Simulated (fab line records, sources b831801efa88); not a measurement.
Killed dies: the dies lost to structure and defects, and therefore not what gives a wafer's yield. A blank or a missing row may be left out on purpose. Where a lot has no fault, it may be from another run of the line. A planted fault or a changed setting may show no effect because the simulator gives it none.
Which tool was responsible? ; flow gf180mcu ; 24 lots with 72 wafers sampled at 6 steps, on a route of 602 steps

## WHAT THE GAUGES READ, wafer by wafer
GF_VT_IMPLANT_TW_MEAS_32.
lot;measured;on;VT_IMPLANT_3_TW
L074;day 6 18:49;filmMetro-04;269.8 269.7 270.2
L075;day 7 06:11;filmMetro-04;269.1 269.1 268.1
L076;day 7 09:55;filmMetro-04;270.3 269.5 267.7
L077;day 7 13:53;filmMetro-04;269.4 269.3 269.3
L078;day 7 19:32;filmMetro-01;268.7 268.9 268.9
L079;day 8 05:29;filmMetro-02;271.3 271.0 270.3
L080;day 8 10:59;filmMetro-02;270.9 271.0 269.6
L081;day 8 15:56;filmMetro-04;269.4 271.2 271.8
L082;day 8 22:34;filmMetro-04;269.5 271.5 270.7
L083;day 9 08:48;filmMetro-04;270.9 269.7 269.6
L084;day 9 15:08;filmMetro-01;267.9 268.3 268.5
L085;day 9 21:41;filmMetro-01;269.8 267.9 268.0
L086;day 10 01:20;filmMetro-02;271.8 273.3 274.1
L087;day 10 16:37;filmMetro-04;271.4 270.8 269.5
L088;day 10 21:32;filmMetro-02;272.9 274.0 271.6
L089;day 11 02:21;filmMetro-01;270.2 271.0 271.0
L090;day 11 09:02;filmMetro-01;272.5 271.6 271.6
L091;day 11 13:51;filmMetro-01;269.3 271.1 270.9
L092;day 12 02:56;filmMetro-04;269.3 268.0 268.0
L093;day 12 03:35;filmMetro-04;269.3 267.9 268.0
L094;day 12 14:37;filmMetro-02;273.2 272.7 273.8
L095;day 12 17:58;filmMetro-04;268.9 270.7 270.1
L096;day 12 20:58;filmMetro-02;271.9 272.0 272.2
L097;day 13 03:11;filmMetro-01;269.9 270.2 269.9

GF_POLY_GATE_OVL_MEAS_11.
lot;measured;on;POLY_GATE_OVL (nm)
L074;day 9 00:40;overlay-02;-3 -4 4
L075;day 9 13:19;overlay-01;-7 -2 -6
L076;day 9 17:38;overlay-02;1 -7 -7
L077;day 9 21:52;overlay-02;2 -1 12
L078;day 10 04:15;overlay-02;5 5 1
L079;day 10 17:07;overlay-01;-7 6 0
L080;day 10 20:56;overlay-01;0 -2 5
L081;day 11 03:07;overlay-02;2 5 1
L082;day 11 10:10;overlay-02;2 2 7
L083;day 11 20:57;overlay-01;1 -3 -2
L084;day 12 04:43;overlay-01;4 1 3
L085;day 12 10:58;overlay-01;5 -7 -8
L086;day 12 15:34;overlay-02;-8 -12 -1
L087;day 13 07:49;overlay-02;-5 -9 -3
L088;day 13 15:16;overlay-02;-10 -11 -12
L089;day 13 18:44;overlay-01;7 -2 3
L090;day 14 02:44;overlay-02;-14 -3 -6
L091;day 14 08:29;overlay-01;10 -5 9
L092;day 14 21:57;overlay-02;-5 0 -2
L093;day 15 00:46;overlay-02;3 6 1
L094;day 15 11:22;overlay-02;-1 -6 -4
L095;day 15 15:56;overlay-01;-8 -4 -6
L096;day 15 16:53;overlay-02;-11 -15 -10
L097;day 16 01:35;overlay-02;-3 11 -3

GF_POLY_GATE_CD_MEAS_18.
lot;measured;on;cdNm (nm)
L074;day 9 02:20;cdSem-02;279.1 280.8 276.9
L075;day 9 15:51;cdSem-02;281.3 281.9 282.3
L076;day 9 19:49;cdSem-01;279.0 277.5 279.0
L077;day 9 23:28;cdSem-02;278.8 281.6 279.9
L078;day 10 05:52;cdSem-01;277.0 280.1 278.1
L079;day 10 19:29;cdSem-02;283.5 279.9 284.3
L080;day 10 23:11;cdSem-01;279.6 275.0 279.3
L081;day 11 04:43;cdSem-01;277.5 281.1 283.4
L082;day 11 12:49;cdSem-02;281.9 284.5 280.9
L083;day 11 22:35;cdSem-02;280.5 280.7 279.6
L084;day 12 06:20;cdSem-01;278.0 278.9 279.0
L085;day 12 14:16;cdSem-01;277.3 274.8 280.8
L086;day 12 17:58;cdSem-01;281.7 283.6 284.3
L087;day 13 09:25;cdSem-01;282.6 279.0 278.4
L088;day 13 17:05;cdSem-02;278.7 281.5 280.8
L089;day 13 20:47;cdSem-01;279.3 280.3 284.5
L090;day 14 04:23;cdSem-01;277.7 279.5 280.3
L091;day 14 10:25;cdSem-01;282.5 278.0 281.9
L092;day 14 23:35;cdSem-02;279.1 279.6 280.4
L093;day 15 02:52;cdSem-01;277.4 276.9 275.9
L094;day 15 12:59;cdSem-02;281.3 279.1 279.0
L095;day 15 18:53;cdSem-01;282.0 281.2 280.4
L096;day 15 18:59;cdSem-02;282.2 285.5 280.7
L097;day 16 03:11;cdSem-01;281.1 278.9 283.2

GF_HV_LDD_TW_MEAS_38.
lot;measured;on;HV_LDD_3_TW
L074;day 11 08:43;filmMetro-03;1410 1412 1412
L075;day 11 22:42;filmMetro-04;1433 1432 1435
L076;day 12 04:32;filmMetro-04;1435 1442 1441
L077;day 12 07:56;filmMetro-03;1407 1407 1405
L078;day 12 14:54;filmMetro-03;1412 1402 1410
L079;day 13 06:50;filmMetro-03;1413 1407 1412
L080;day 13 09:35;filmMetro-04;1438 1436 1437
L081;day 13 16:40;filmMetro-04;1444 1442 1443
L082;day 14 01:49;filmMetro-02;1457 1464 1454
L083;day 14 11:09;filmMetro-04;1449 1453 1443
L084;day 14 20:12;filmMetro-03;1402 1391 1406
L085;day 15 05:35;filmMetro-03;1413 1417 1427
L086;day 15 07:50;filmMetro-02;1455 1451 1453
L087;day 16 00:13;filmMetro-04;1443 1436 1435
L088;day 16 09:50;filmMetro-02;1457 1448 1445
L089;day 16 15:01;filmMetro-04;1429 1434 1438
L090;day 16 22:43;filmMetro-04;1435 1440 1441
L091;day 17 05:34;filmMetro-02;1441 1441 1437
L092;day 17 19:57;filmMetro-04;1449 1446 1446
L093;day 17 23:41;filmMetro-03;1419 1415 1411
L094;day 18 10:20;filmMetro-03;1413 1412 1409
L095;day 18 15:35;filmMetro-03;1412 1415 1412
L096;day 18 17:35;filmMetro-02;1447 1452 1453
L097;day 19 02:34;filmMetro-02;1444 1441 1444

## TOOL THAT RAN EACH LOT (tool first, then ch and the chambers of the sampled wafers, then the start)
lot;GF_NWELL_STRIP_10;GF_POLY_GATE_ETCH_13
L074;plasmaAsher-02 ch 0,1, day 3 07:16;rieSi-02 ch 0,1,3, day 9 00:44
L075;plasmaAsher-03 ch 0,1, day 3 16:08;rieSi-01 ch 0,1,2, day 9 13:24
L076;plasmaAsher-04 ch 0,1, day 3 18:56;rieSi-01 ch 0,3, day 9 17:44
L077;plasmaAsher-02 ch 0,1, day 3 23:11;rieSi-01 ch 0,1,3, day 9 21:57
L078;plasmaAsher-02 ch 0,1, day 4 04:35;rieSi-01 ch 1,3, day 10 04:20
L079;plasmaAsher-02 ch 0,1, day 4 11:41;rieSi-01 ch 2,3, day 10 17:12
L080;plasmaAsher-02 ch 0,1, day 4 16:05;rieSi-01 ch 2,3, day 10 21:02
L081;plasmaAsher-02 ch 0,1, day 4 20:50;rieSi-01 ch 0,1,2, day 11 03:12
L082;plasmaAsher-04 ch 0,1, day 5 03:14;rieSi-01 ch 0,1, day 11 10:15
L083;plasmaAsher-04 ch 0,1, day 5 10:19;rieSi-02 ch 2,3, day 11 21:02
L084;plasmaAsher-04 ch 0,1, day 5 15:38;rieSi-02 ch 2,3, day 12 04:48
L085;plasmaAsher-04 ch 0,1, day 5 21:02;rieSi-01 ch 1,2,3, day 12 11:04
L086;plasmaAsher-04 ch 0,1, day 6 00:47;rieSi-01 ch 0,1,2, day 12 15:40
L087;plasmaAsher-03 ch 0,1, day 6 13:31;rieSi-01 ch 0,1,3, day 13 07:54
L088;plasmaAsher-04 ch 0,1, day 6 16:14;rieSi-01 ch 2,3, day 13 15:22
L089;plasmaAsher-02 ch 0,1, day 6 19:47;rieSi-01 ch 2,3, day 13 18:49
L090;plasmaAsher-03 ch 0,1, day 7 00:44;rieSi-02 ch 0,2,3, day 14 02:49
L091;plasmaAsher-02 ch 0,1, day 7 06:19;rieSi-02 ch 0,2, day 14 08:34
L092;plasmaAsher-02 ch 0,1, day 7 12:20;rieSi-01 ch 0,1,3, day 14 22:02
L093;plasmaAsher-04 ch 0,1, day 7 16:40;rieSi-01 ch 1,3, day 15 00:52
L094;plasmaAsher-04 ch 0,1, day 8 01:38;rieSi-02 ch 1,2, day 15 11:28
L095;plasmaAsher-03 ch 0,1, day 8 04:04;rieSi-02 ch 1,2,3, day 15 16:02
L096;plasmaAsher-04 ch 0,1, day 8 07:13;rieSi-01 ch 2,3, day 15 16:57
L097;plasmaAsher-03 ch 0,1, day 8 12:41;rieSi-02 ch 1,2,3, day 16 01:41
- GF_NWELL_STRIP_10: strips in O2/N2.
- GF_POLY_GATE_ETCH_13: etches poly-Si in HBr/Cl2, stops on SiO2, target depth 198.5 nm, time 69.6 s.

## WHAT THE TOOLS THEMSELVES READ (means of the sampled wafers that have a number; where no wafer has one, the mark that the record gives instead)
GF_NWELL_STRIP_10.
lot;tool;drypumpMotorCurrentA (A);heaterPowerW (W);oesProductAu (a.u.);stripTimeToEndpointS (s)
L074;plasmaAsher-02;6.0;335;0.725;37.03
L075;plasmaAsher-03;5.8;329;0.720;36.90
L076;plasmaAsher-04;5.8;335;0.721;37.17
L077;plasmaAsher-02;6.1;348;0.722;36.98
L078;plasmaAsher-02;6.1;348;0.726;36.91
L079;plasmaAsher-02;6.0;327;0.725;36.95
L080;plasmaAsher-02;6.0;330;0.722;36.95
L081;plasmaAsher-02;6.0;331;0.720;36.95
L082;plasmaAsher-04;5.8;335;0.726;36.98
L083;plasmaAsher-04;5.8;337;0.721;37.02
L084;plasmaAsher-04;6.2;312;0.716;36.99
L085;plasmaAsher-04;5.8;340;0.725;36.96
L086;plasmaAsher-04;6.3;312;0.724;36.80
L087;plasmaAsher-03;5.8;335;0.726;37.08
L088;plasmaAsher-04;6.3;311;0.723;36.99
L089;plasmaAsher-02;6.0;336;0.721;37.15
L090;plasmaAsher-03;5.8;334;0.720;36.99
L091;plasmaAsher-02;6.0;334;0.725;36.93
L092;plasmaAsher-02;6.0;336;0.721;37.22
L093;plasmaAsher-04;5.8;337;0.722;36.85
L094;plasmaAsher-04;5.8;337;0.721;36.92
L095;plasmaAsher-03;5.5;303;0.720;37.15
L096;plasmaAsher-04;5.8;342;0.722;36.93
L097;plasmaAsher-03;5.4;306;0.721;37.02

GF_POLY_GATE_ETCH_13.
lot;tool;drypumpMotorCurrentA (A);oesProductAu (a.u.);throttleValvePct (%)
L074;rieSi-02;5.7;0.978;33.692
L075;rieSi-01;6.1;0.979;33.682
L076;rieSi-01;5.6;0.978;33.690
L077;rieSi-01;6.0;0.983;33.688
L078;rieSi-01;6.3;0.974;33.691
L079;rieSi-01;5.9;0.981;33.691
L080;rieSi-01;5.9;0.986;33.682
L081;rieSi-01;6.0;0.986;33.680
L082;rieSi-01;6.3;0.974;33.680
L083;rieSi-02;5.7;0.986;33.680
L084;rieSi-02;5.7;0.976;33.687
L085;rieSi-01;6.1;0.987;33.687
L086;rieSi-01;6.1;0.980;33.679
L087;rieSi-01;6.0;0.988;33.677
L088;rieSi-01;5.9;0.991;33.686
L089;rieSi-01;5.8;0.990;33.677
L090;rieSi-02;5.7;0.999;33.688
L091;rieSi-02;5.7;0.989;33.684
L092;rieSi-01;6.0;0.986;33.689
L093;rieSi-01;6.4;0.994;33.681
L094;rieSi-02;6.4;0.978;33.689
L095;rieSi-02;6.0;0.991;33.694
L096;rieSi-01;5.8;0.993;33.684
L097;rieSi-02;6.0;0.988;33.687

## THE ANSWER, worked out from the rows above alone
Rule: the usual values come from the lots themselves. The widest of any qualifying gaps counts: lots, ordered by their means at a reading, are off when they make up no more than a third of the lots, leave a main group of 4 or more, and stand apart from it by 3 or more times the standard deviation of that group's means. The tables above print the reading to a certain number of digits; a main group whose means all agree to those digits is not used. A lot without any number at a reading at which 4 lots or more have one is off too. The other lots that the step has rows for count as sound. Order of review: gauges by route order, followed by the tools' own readings, for which a lot's mean as printed above is used. The first step at which some lot is off is used, and at that step the reading that is off furthest; a lot without a number counts as furthest.
No lot is off at any reading shown: from this, nothing can be told.

## WHAT THE SIMULATOR PUT IN
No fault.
